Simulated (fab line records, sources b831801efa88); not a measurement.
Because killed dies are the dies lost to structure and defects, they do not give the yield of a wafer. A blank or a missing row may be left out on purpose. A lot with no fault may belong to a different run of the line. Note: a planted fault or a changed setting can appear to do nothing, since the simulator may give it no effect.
Which of the tools did it? -- flow sky130 -- 30 wafers from 10 lots sampled at 5 of the route's 708 steps

WHAT THE GAUGES SHOWED, per wafer
SKY_LDD_N_TW_MEAS_17.
lot,measured,on,LDD_N_TW
L767,day 19 00:45,film-metro-04,2614 2604 2617
L768,day 19 12:03,film-metro-04,2627 2620 2617
L770,day 20 00:49,film-metro-01,2594 2610 2598
L774,day 21 14:48,film-metro-01,3001 3012 3014 3003 3002 2995
L775,day 21 23:41,film-metro-04,3033 3021 3028 3027 3044 3034
L776,day 22 09:28,film-metro-02,2573 2585 2581
L782,day 24 15:30,film-metro-01,2591 2593 2595
L785,day 25 11:40,film-metro-01,2599 2597 2598
L786,day 25 17:38,film-metro-02,2582 2584 2573
L787,day 25 19:41,film-metro-01,2577 2579 2606

WHICH TOOL RAN EACH LOT (tool, then ch and the chambers of the sampled wafers, then the start)
lot,SKY_GATE_OXIDE_STRIP_13,SKY_POLY_GATE_STRIP_18,SKY_LDD_N_IMPLANT_08,SKY_LDD_N_STRIP_16
L767,"plasma-asher-03 ch 0,1, day 14 19:37","plasma-asher-01 ch 0,1, day 17 12:58","implanter-01 ch 0, day 18 23:27","plasma-asher-03 ch 0,1, day 19 00:39"
L768,"plasma-asher-03 ch 0,1, day 15 07:28","plasma-asher-02 ch 0,1, day 17 23:07","implanter-01 ch 0, day 19 10:45","plasma-asher-02 ch 0,1, day 19 11:57"
L770,"plasma-asher-02 ch 0,1, day 15 18:49","plasma-asher-02 ch 0,1, day 18 12:58","implanter-02 ch 0, day 19 23:31","plasma-asher-02 ch 0,1, day 20 00:43"
L774,"plasma-asher-04 ch 0,1, day 17 10:13","plasma-asher-04 ch 0,1, day 20 04:43","implanter-01 ch 0, day 21 13:30","plasma-asher-01 ch 0,1, day 21 14:42"
L775,"plasma-asher-02 ch 0,1, day 17 14:19","plasma-asher-01 ch 0,1, day 20 11:38","implanter-01 ch 0, day 21 22:23","plasma-asher-02 ch 0,1, day 21 23:34"
L776,"plasma-asher-02 ch 0,1, day 18 04:37","plasma-asher-01 ch 0,1, day 21 00:20","implanter-04 ch 0, day 22 08:10","plasma-asher-03 ch 0,1, day 22 09:22"
L782,"plasma-asher-04 ch 0,1, day 20 10:16","plasma-asher-02 ch 0,1, day 23 06:01","implanter-02 ch 0, day 24 14:12","plasma-asher-02 ch 0,1, day 24 15:24"
L785,"plasma-asher-04 ch 0,1, day 21 08:17","plasma-asher-02 ch 0,1, day 24 02:46","implanter-01 ch 0, day 25 09:10","plasma-asher-01 ch 0,1, day 25 11:34"
L786,"plasma-asher-04 ch 0,1, day 21 16:09","plasma-asher-01 ch 0,1, day 24 08:59","implanter-02 ch 0, day 25 16:22","plasma-asher-02 ch 0,1, day 25 17:32"
L787,"plasma-asher-03 ch 0,1, day 21 19:14","plasma-asher-02 ch 0,1, day 24 12:25","implanter-01 ch 0, day 25 18:23","plasma-asher-03 ch 0,1, day 25 19:34"
- SKY_GATE_OXIDE_STRIP_13: strips in O2/N2.
- SKY_POLY_GATE_STRIP_18: strips in O2/N2.
- SKY_LDD_N_IMPLANT_08
- SKY_LDD_N_STRIP_16: strips in O2/N2.

AS READ BY THE TOOLS THEMSELVES (means over the sampled wafers that have a number; for cases with no such wafer, the mark the record gives instead)
SKY_GATE_OXIDE_STRIP_13.
lot,tool,chamber-pressure-mTorr (mTorr),drypump-motor-current-A (A),oes-product-au (a.u.),strip-time-to-endpoint-s (s)
L767,plasma-asher-03,1499.5,5.4,0.716,14.18
L768,plasma-asher-03,1500.3,5.5,0.710,14.16
L770,plasma-asher-02,1498.9,6.1,0.715,14.20
L774,plasma-asher-04,1499.5,5.2,0.721,14.15
L775,plasma-asher-02,1500.4,5.8,0.722,14.19
L776,plasma-asher-02,1500.3,6.1,0.711,14.17
L782,plasma-asher-04,1500.5,5.2,0.714,14.19
L785,plasma-asher-04,1498.4,5.2,0.716,14.21
L786,plasma-asher-04,1499.1,5.2,0.713,14.20
L787,plasma-asher-03,1501.5,5.4,0.716,14.15

SKY_POLY_GATE_STRIP_18.
lot,tool,chamber-pressure-mTorr (mTorr),drypump-motor-current-A (A),oes-product-au (a.u.),strip-time-to-endpoint-s (s)
L767,plasma-asher-01,1500.3,5.1,0.362,3.14
L768,plasma-asher-02,1499.9,5.8,0.359,3.20
L770,plasma-asher-02,1500.4,5.8,0.363,3.16
L774,plasma-asher-04,1499.8,5.1,0.360,3.14
L775,plasma-asher-01,1499.8,5.4,0.361,3.18
L776,plasma-asher-01,1500.2,5.1,0.358,3.12
L782,plasma-asher-02,1499.7,5.8,0.359,3.09
L785,plasma-asher-02,1500.4,5.8,0.355,3.17
L786,plasma-asher-01,1500.2,5.1,0.359,3.15
L787,plasma-asher-02,1498.9,5.8,0.363,3.16

SKY_LDD_N_IMPLANT_08.
lot,tool,beam-on-s (s),dose-ions-cm2,faraday-current-uA
L767,implanter-01,9.95,7.499e+13,425
L768,implanter-01,10.17,7.507e+13,415
L770,implanter-02,9.92,7.503e+13,425
L774,implanter-01,80.61,7.023e+14,491
L775,implanter-01,79.36,7.023e+14,499
L776,implanter-04,9.97,7.518e+13,423
L782,implanter-02,10.03,7.489e+13,421
L785,implanter-01,9.86,7.499e+13,428
L786,implanter-02,10.11,7.513e+13,419
L787,implanter-01,10.24,7.496e+13,414

SKY_LDD_N_STRIP_16.
lot,tool,chamber-pressure-mTorr (mTorr),drypump-motor-current-A (A),oes-product-au (a.u.),strip-time-to-endpoint-s (s)
L767,plasma-asher-03,1498.9,5.4,0.401,4.315
L768,plasma-asher-02,1500.4,6.1,0.410,4.336
L770,plasma-asher-02,1499.6,5.8,0.405,4.328
L774,plasma-asher-01,1500.1,5.4,0.401,5.678
L775,plasma-asher-02,1501.3,5.8,0.409,5.653
L776,plasma-asher-03,1500.2,5.4,0.410,4.341
L782,plasma-asher-02,1500.1,5.8,0.410,4.356
L785,plasma-asher-01,1499.7,5.3,0.406,4.322
L786,plasma-asher-02,1500.7,6.1,0.405,4.320
L787,plasma-asher-03,1499.4,5.4,0.408,4.321

THE ANSWER, worked out from the rows above alone
Rule: the usual values come from the lots themselves. The widest of any qualifying gaps counts: lots, ordered by their means at a reading, are off when they make up no more than a third of the lots, leave a main group of 4 or more, and stand apart from it by 3 or more times the standard deviation of that group's means. If all means in a main group match to the digits the tables above print for the reading, that group is not used. A lot without any number at a reading at which 4 lots or more have one is off too. Any other lot the step has rows for is counted as sound. First the gauges in route order, then the tools' own readings, where a lot's mean is used as printed above. The first step at which some lot is off is used, and at that step the reading that is off furthest; a lot without a number counts as furthest.
Off: L774, L775, seen at SKY_LDD_N_TW_MEAS_17 (LDD_N_TW). For the main group the mean is 2596 and the standard deviation 14.
If a tool, at a process step before that reading, ran all the lots that are off and no sound lot after the first of them, it fits. Not tried: the gauges at SKY_LDD_N_TW_MEAS_17; whatever is off there is also off at SKY_LDD_N_IMPLANT_08, on other tools, and gauge error can't account for it. No candidate that was tried fits.

WHAT THE SIMULATOR HAD PUT IN
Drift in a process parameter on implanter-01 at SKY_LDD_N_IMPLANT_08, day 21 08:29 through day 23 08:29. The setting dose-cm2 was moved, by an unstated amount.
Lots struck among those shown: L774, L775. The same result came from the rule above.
